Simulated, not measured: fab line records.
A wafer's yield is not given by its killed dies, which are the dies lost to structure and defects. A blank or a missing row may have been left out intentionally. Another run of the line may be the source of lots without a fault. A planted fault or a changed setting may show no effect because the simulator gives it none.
8D (eight disciplines) problem report, filled in by code ; flow gf180mcu ; the parts of the form that need people (team, actions taken, sign-off) are left out

## 1. PROBLEM STATEMENT
Mean of dose_ions_cm2 at GF_VT_IMPLANT_IMPLANT_41: 1.0528e+12 across 6 wafers in 2 lots; on wafers with no fault it is 1.0133e+12 (standard deviation 1.1e+09). That puts it +36 standard deviations away from the usual mean.
First seen on wafer L912.1, day 12 08:11, on implanter-03. Wafers with a number at this step in the record: 42, from 14 lots. Rule for "out", or "out of limits": more than 4 standard deviations from the usual mean. All remaining wafers that have a number are taken as sound.

## 2. WHAT THIS IS AND IS NOT
question;is;is not
which readings at this step;dose_ions_cm2;-
which lots;L912, L914;L896, L897, L898, L899, L900, L901, L902, L903, L906, L907, L909, L911
which wafers of those lots;all that have a number;-
read on which tools;implanter-03;implanter-02, implanter-04
when;from day 12 08:11;up to then (36 sound wafers)

## 3. WHAT RULES OUT EACH SUSPECT
Counting: any tool at a process step up to the reading is kept as a suspect provided that every lot that is out went through it and no sound lot did after the first of them.
- implanter-03 at GF_VT_IMPLANT_IMPLANT_41: kept. It processed each lot that is out, first L912 at day 12 08:11, and no sound lot thereafter; up to then, the last sound lot it processed was L911 at day 12 02:23. Its own dose_ions_cm2 readings are out on those wafers.
The count leaves implanter-03 at GF_VT_IMPLANT_IMPLANT_41.

## 4. THE CAUSE (what the simulator had put in)
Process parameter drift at GF_VT_IMPLANT_IMPLANT_41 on implanter-03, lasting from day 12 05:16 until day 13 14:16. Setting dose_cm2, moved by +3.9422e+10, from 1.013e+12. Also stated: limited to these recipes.
This tool alone remained once counting was done.

## 5. THE CHAIN OF EFFECTS, in route order
Each row: a reading where the mean over the struck wafers with a number is more than 3 standard deviations away from the usual. Scope: only readings with a usual standard deviation given in the record; hours: median across lots of the time from each lot's start at the first step in this table that gives one to its start at this step; sigmas: change in usual standard deviations.
hours;step;reading;usual;on struck wafers;change;sigmas
0;GF_VT_IMPLANT_IMPLANT_41;dose_ions_cm2;1.0133e+12;1.0528e+12;+3.9450e+10;+36
Its process steps:
- GF_VT_IMPLANT_IMPLANT_41
At these later measuring or inspecting steps, every struck wafer for which the step has a row has a number for every such reading, and none has moved that far: GF_VT_IMPLANT_TW_MEAS_43, GF_M1_OVL_MEAS_15, GF_V1_RS_MEAS_24.

## 6. WHAT WOULD HAVE CAUGHT IT SOONER
First out-of-limits reading in this record: day 12 08:11, which is 3 hours after fault onset at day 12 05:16.
